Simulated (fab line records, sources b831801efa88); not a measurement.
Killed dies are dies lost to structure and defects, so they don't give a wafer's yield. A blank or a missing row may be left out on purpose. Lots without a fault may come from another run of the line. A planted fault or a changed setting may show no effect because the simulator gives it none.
Which tool did it? | flow gf180mcu | 6 lots, 18 wafers sampled, at 3 steps of a route of 602

WHAT THE GAUGES READ, wafer by wafer
GF_V4_THK_MEAS_25: measures by xrf.
lot  | measured     | on            | V4_W_THK (nm)
L576 | day 24 19:18 | film_metro-03 | 348 347 345
L579 | day 26 03:10 | film_metro-03 | 343 350 339
L585 | day 27 22:04 | film_metro-04 | 355 362 353
L588 | day 28 20:09 | film_metro-03 | 344 354 350
L592 | day 29 19:00 | film_metro-01 | 353 361 353
L596 | day 30 22:05 | film_metro-04 | 354 351 353

WHICH TOOL RAN EACH LOT (tool, then ch and the chambers of the sampled wafers, then the start)
lot  | GF_M1_SPUTTER_00             | GF_V4_ETCH_17
L576 | pvd_sputter-02, day 16 14:44 | rie_diel-02 ch 1,2, day 24 19:18 or earlier
L579 | pvd_sputter-01, day 17 20:50 | rie_diel-01 ch 0,1,3, day 26 03:10 or earlier
L585 | pvd_sputter-01, day 19 22:47 | rie_diel-01 ch 1,3, day 27 22:04 or earlier
L588 | pvd_sputter-01, day 21 01:55 | rie_diel-01 ch 0,1, day 28 20:09 or earlier
L592 | pvd_sputter-02, day 22 07:25 | rie_diel-01 ch 1,2, day 29 19:00 or earlier
L596 | pvd_sputter-03, day 23 14:38 | rie_diel-04 ch 0,3, day 30 22:05 or earlier
- GF_M1_SPUTTER_00: material Ti, target thk 37.5 nm, time 150 s.
- GF_V4_ETCH_17: etches SiO2 in C4F8/O2/Ar, stops on TiN, target depth 630 nm.

THE ANSWER, worked out from the rows above alone
Rule: what is usual is taken from the lots themselves. Put in order of their means at a reading, lots are off if they are a third of the lots or fewer, leave a main group of 4 or more, and stand apart from it by a gap of 3 or more times the standard deviation of the main group's means; of several such gaps the widest counts. A main group whose means are all the same, to the digits that the tables above print for the reading, isn't used. A lot without any number at a reading at which 4 lots or more have one is off too. The other lots that the step has rows for count as sound.
No lot is off at any reading shown: from this, nothing can be told.

WHAT THE SIMULATOR HAD PUT IN
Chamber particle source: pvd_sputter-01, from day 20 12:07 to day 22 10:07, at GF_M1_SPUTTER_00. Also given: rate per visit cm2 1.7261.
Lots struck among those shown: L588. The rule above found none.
